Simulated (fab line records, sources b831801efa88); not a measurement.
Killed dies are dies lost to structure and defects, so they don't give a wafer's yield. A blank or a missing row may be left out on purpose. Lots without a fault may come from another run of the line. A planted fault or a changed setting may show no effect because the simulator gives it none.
Tool commonality check | flow gf180mcu | 12 lots, 36 wafers sampled

WHY IT WAS OPENED
At GF_MVPSD_TW_MEAS_11 the reading MVPSD_TW is flagged on 2 of 12 lots. Wafers without a fault read 550, standard deviation 3.7.
Rule: a lot is flagged when every wafer of it that has a number lies more than 4 standard deviations from that mean, or none has a number. The other lots count as sound.

lot  | measured    | on            | MVPSD_TW, wafer by wafer | flag
L188 | day 5 00:01 | film_metro-04 | 547 549 549              |
L189 | day 5 05:49 | film_metro-03 | 547 550 550              |
L190 | day 5 11:39 | film_metro-01 | 556 555 555              |
L191 | day 5 22:55 | film_metro-04 | 548 544 542              |
L192 | day 6 01:37 | film_metro-03 | 551 556 554              |
L193 | day 6 10:55 | film_metro-01 | 554 551 551              |
L194 | day 6 14:52 | film_metro-04 | 544 540 547              |
L195 | day 6 19:31 | film_metro-04 | 544 545 544              |
L196 | day 7 00:25 | film_metro-01 | 552 548 548              |
L200 | day 8 07:34 | film_metro-03 | 551 552 551              |
L204 | day 9 03:42 | film_metro-03 | 1034 1032 1026           | FLAGGED
L205 | day 9 06:31 | film_metro-01 | 1046 1044 1041           | FLAGGED
The numbers of the flagged lots are 1037 on average: +487 against the usual, or +99 or more standard deviations.

WHICH TOOL RAN EACH LOT
The record holds 1 process step before the reading, out of a route of 602 steps. In each cell: the tool, then ch and the chambers that the sampled wafers went through, then the start.
lot  | flag    | GF_MVPSD_IMPLANT_08
L188 |         | implanter-02 ch 0, day 4 23:40
L189 |         | implanter-02 ch 0, day 5 05:27
L190 |         | implanter-03 ch 0, day 5 11:15
L191 |         | implanter-03 ch 0, day 5 22:31
L192 |         | implanter-01 ch 0, day 6 01:13
L193 |         | implanter-01 ch 0, day 6 10:31
L194 |         | implanter-03 ch 0, day 6 14:28
L195 |         | implanter-02 ch 0, day 6 19:07
L196 |         | implanter-02 ch 0, day 7 00:01
L200 |         | implanter-02 ch 0, day 8 07:10
L204 | FLAGGED | implanter-01 ch 0, day 9 03:18
L205 | FLAGGED | implanter-02 ch 0, day 9 06:07
What these steps do:
- GF_MVPSD_IMPLANT_08
- GF_MVPSD_TW_MEAS_11

FLAGGED OVER TOTAL, TOOL BY TOOL (the gauges that took the reading come last)
step                | tool          | lots run | flagged | share of the flagged lots | sound lots run after its first flagged lot
GF_MVPSD_IMPLANT_08 | implanter-01  | 3        | 1       | some                      | 0
GF_MVPSD_IMPLANT_08 | implanter-02  | 6        | 1       | some                      | 0
GF_MVPSD_IMPLANT_08 | implanter-03  | 3        | 0       | none                      | -
GF_MVPSD_TW_MEAS_11 | film_metro-01 | 4        | 1       | some                      | 0
GF_MVPSD_TW_MEAS_11 | film_metro-03 | 4        | 1       | some                      | 0
GF_MVPSD_TW_MEAS_11 | film_metro-04 | 4        | 0       | none                      | -

WHAT THE TABLE ALLOWS
No row of the table ran every flagged lot.

WHAT THE SIMULATOR HAD PUT IN
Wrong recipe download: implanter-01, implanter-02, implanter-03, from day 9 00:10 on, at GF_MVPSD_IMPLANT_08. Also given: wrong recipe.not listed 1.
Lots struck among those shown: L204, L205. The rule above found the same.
